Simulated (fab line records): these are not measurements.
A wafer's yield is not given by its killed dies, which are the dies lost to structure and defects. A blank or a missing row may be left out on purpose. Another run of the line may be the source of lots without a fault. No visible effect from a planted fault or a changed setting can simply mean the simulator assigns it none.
Struck lot and sound lot, side by side	flow sky130	22 steps out of a route of 708
Sound: the wafers L596.3, L596.4, L596.6. Struck: wafers L599.3, L599.5, L599.6. At the end, the cause is stated.
At each step with rows: each side's tool, then ch and its chambers, then its first start. Under that, the readings that differ: sound wafers	struck wafers	difference of the means	sigmas: that difference in standard deviations of wafers without a fault.
alike: words and numbers the same on both sides, and readings whose means are apart by under 2 such deviations; not compared: readings that were withheld, readings missing a value for some wafer, numbers with overlapping values and no deviation given by the record, and bounds like >300 which may hide the same value.
The two part at a step that has a row with sigmas, a row that says differs or no value, or rows on one side only. Numbers that don't overlap but have no deviation are shown without sigmas and don't part them. A reading that every wafer of one side lacks parts them only if that side has two wafers or more.

SKY_CONTACT_CMP_27: polishes, stops on SiO2, t overpolish 15 s, target thk 0 nm.
  sound on cmp-02 ch 1,2,3, day 34 06:44; struck on cmp-01 ch 0,1,3, day 34 20:47
  alike: motor current A, overpolish run s, time to endpoint s
SKY_METAL1_SPUTTER_00: material Ti, target thk 15 nm, time 10 s.
  sound on pvd sputter-03 at day 34 06:59; struck on pvd sputter-04 at day 34 20:56
  alike: cathode dc power W, throttle valve pct
SKY_METAL1_SPUTTER_01: material TiN, target thk 20 nm, time 16.7 s.
  sound on pvd sputter-03 at day 34 07:01; struck on pvd sputter-04 at day 34 20:57
  alike: cathode dc power W, throttle valve pct
SKY_METAL1_SPUTTER_02: material AlCu, target thk 250 nm, time 13.3 s.
  sound on pvd sputter-03 at day 34 07:02; struck on pvd sputter-04 at day 34 20:58
  alike: cathode dc power W, throttle valve pct
then, 2 steps without rows for these wafers: SKY_METAL1_SPUTTER_03 (material Ti, target thk 5 nm, time 3.3 s); SKY_METAL1_SPUTTER_04 (material TiN, target thk 70 nm, time 58.3 s).
SKY_METAL1_RS_MEAS_05: measures by four-point-probe.
  sound on film metro-01 at day 34 07:10; struck on film metro-01 at day 34 21:07
  alike: METAL1_ALCU_RS
SKY_METAL1_THK_MEAS_06: measures by xrf.
  sound on film metro-01 at day 34 07:16; struck on film metro-01 at day 34 21:13
reading	sound	struck	difference	sigmas
METAL1_ALCU_THK (nm)	249.2 248.1 249.6	253.6 255.4 254.7	+5.6	+2
then, 4 steps without rows for these wafers: SKY_METAL1_DEHYDRATE_07 (time 60 s); SKY_METAL1_HMDS_08 (prime time 60 s); SKY_METAL1_COAT_09 (resist thk 60 nm); SKY_METAL1_COAT_10 (resist thk 450 nm).
SKY_METAL1_SOFTBAKE_11: time 90 s.
  sound on litho track-03 ch 0, day 34 20:00; struck on litho track-01 ch 0, day 35 10:00
reading	sound	struck	difference	sigmas
heater power total W (W)	57.44 57.44 57.56	60.81 61.18 60.75	+3.43	+31
plate temp C (C)	100.10 100.07 100.33	104.54 104.37 104.54	+4.32	+29
model.KrF-thick_of_METAL1_COAT_10.thk nm (nm)	449.6 448.8 448.9	446.7 447.7 447.6	-1.8	
then, 3 steps without rows for these wafers: SKY_METAL1_EXPOSE_12 (exposes mask MM1, target cd 140 nm); SKY_METAL1_PEB_13; SKY_METAL1_DEVELOP_14 (develop time 60 s).
SKY_METAL1_CD_MEAS_15 targets a cd of 140 nm.
  sound on cd sem-02 at day 35 09:39; struck on cd sem-01 at day 35 23:18
reading	sound	struck	difference	sigmas
cd nm (nm)	140.1 140.6 141.0	136.0 136.5 135.9	-4.4	-3
SKY_METAL1_OVL_MEAS_16:
  sound on overlay-02 at day 35 09:44; struck on overlay-01 at day 35 23:23
  alike: METAL1_OVL
SKY_METAL1_DESCUM_17: chemistry O2, time 8 s.
  sound on rie metal-03 ch 0,1, day 35 09:47; struck on rie metal-03 ch 0,1, day 35 23:26
reading	sound	struck	difference	sigmas
model.METAL1.cd nm (nm)	140.2 140.3 141.1	135.8 136.5 136.1	-4.4	
  alike: drypump motor current A, oes product au
  not compared: rf hours counter h
SKY_METAL1_ETCH_18: etches BARC in N2/H2, stops on SiO2, time 45.9 s, target depth 60 nm.
  sound on rie metal-03 ch 0,1, day 35 09:49; struck on rie metal-03 ch 0,1, day 35 23:28
reading	sound	struck	difference	sigmas
model.KrF-thick_of_METAL1_COAT_10.thk nm (nm)	393.2 391.4 392.2	389 390.3 391	-2	
model.METAL1.cd nm (nm)	139.4 139.7 140.8	135.5 135.8 136.4	-4.1	
  alike: drypump motor current A, oes product au, throttle valve pct
  not compared: rf hours counter h
SKY_METAL1_METAL_ETCH_19: etches the open film in Cl2/BCl3, stops on SiO2, target depth 360 nm, time 78 s.
  sound on rie metal-03 ch 0,1, day 35 09:53; struck on rie metal-03 ch 0,1, day 35 23:32
  alike: bcl3 flow sccm, drypump motor current A, oes product au, throttle valve pct
  not compared: rf hours counter h
-- the record jumps here: 12 days lie between the struck wafers' starts before and after (it left off in module METAL1 and takes up again in module PAD_OPEN, whose first step shown is number 708 of the route) --
SKY_PAD_OPEN_PROBE_99:
  sound on prober-01 at day 47 19:07; struck on prober-02 at day 48 04:19
  alike: defect limited yield, killed_at_M0_to_M3, killed_at_M4_up, killed at contacts, killed at front end, killed at other, killed dies, killed open, killed short, sort_bin_3_pad_short, sort_bin_5_function, sort_bin_6_memory, sort n pass, sort yield pct

== WHERE THEY PART ==
Last at SKY_METAL1_CD_MEAS_15 as far as this record goes, first at SKY_METAL1_THK_MEAS_06. Later steps at which nothing parts them and some readings are alike: SKY_METAL1_OVL_MEAS_16, SKY_METAL1_DESCUM_17, SKY_METAL1_ETCH_18, SKY_METAL1_METAL_ETCH_19, SKY_PAD_OPEN_PROBE_99.

WHY: whatever the simulator had introduced
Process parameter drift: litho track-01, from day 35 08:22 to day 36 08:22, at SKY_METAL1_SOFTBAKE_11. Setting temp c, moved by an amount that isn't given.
